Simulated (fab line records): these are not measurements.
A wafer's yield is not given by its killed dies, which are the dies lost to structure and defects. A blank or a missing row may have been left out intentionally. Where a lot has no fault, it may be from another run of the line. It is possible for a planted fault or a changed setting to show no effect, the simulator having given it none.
Which tool is to blame? | flow gf180mcu | 12 lots with 36 wafers sampled at 2 steps, on a route of 602 steps

== WHAT THE GAUGES SHOWED, per wafer ==
GF_V1_THK_MEAS_25: measures by xrf.
lot  | measured     | on            | V1_W_THK (nm)
L075 | day 19 11:18 | film_metro-03 | 374 371 375
L077 | day 19 23:16 | film_metro-02 | 370 367 375
L079 | day 21 01:11 | film_metro-01 | 381 379 373
L082 | day 21 21:05 | film_metro-01 | 360 359 358
L083 | day 22 06:17 | film_metro-03 | 359 355 364
L085 | day 22 18:39 | film_metro-03 | 367 362 369
L087 | day 23 11:37 | film_metro-03 | 358 362 357
L089 | day 24 13:10 | film_metro-02 | 372 371 373
L091 | day 24 23:59 | film_metro-03 | 365 365 365
L093 | day 25 14:46 | film_metro-01 | 368 374 367
L095 | day 26 08:46 | film_metro-02 | 359 362 364
L097 | day 26 20:04 | film_metro-03 | 360 354 355

== WHICH TOOL RAN EACH LOT (tool, then ch and the chambers of the sampled wafers, then the start) ==
lot  | GF_CONTACT_ETCH_16
L075 | rie_diel-03 ch 0,1, day 17 07:02
L077 | rie_diel-03 ch 1,2,3, day 17 18:16
L079 | rie_diel-03 ch 1,2, day 18 19:38
L082 | rie_diel-02 ch 0,2,3, day 19 15:37
L083 | rie_diel-04 ch 1,2, day 20 01:08
L085 | rie_diel-03 ch 0,1,3, day 20 14:50
L087 | rie_diel-04 ch 1,2,3, day 21 08:13
L089 | rie_diel-02 ch 1,3, day 22 11:25
L091 | rie_diel-02 ch 0,1, day 22 22:43
L093 | rie_diel-04 ch 0,1, day 23 14:59
L095 | rie_diel-04 ch 0,2,3, day 24 09:16
L097 | rie_diel-02 ch 2,3, day 24 21:05
- GF_CONTACT_ETCH_16: etches BARC in N2/H2.

== THE ANSWER, worked out from the rows above alone ==
Rule: what is usual is taken from the lots themselves. Put in order of their means at a reading, lots are off if they are a third of the lots or fewer, leave a main group of 4 or more, and stand apart from it by a gap of 3 or more times the standard deviation of the main group's means; of several such gaps the widest counts. A main group is skipped when, at the precision printed for the reading in the tables above, its means are all equal. Also off: a lot with no number at a reading for which 4 or more lots have one. All remaining lots with rows at the step are treated as sound.
Nothing can be told from this: no lot is off at any reading shown.

== WHAT HAD BEEN PUT IN BY THE SIMULATOR ==
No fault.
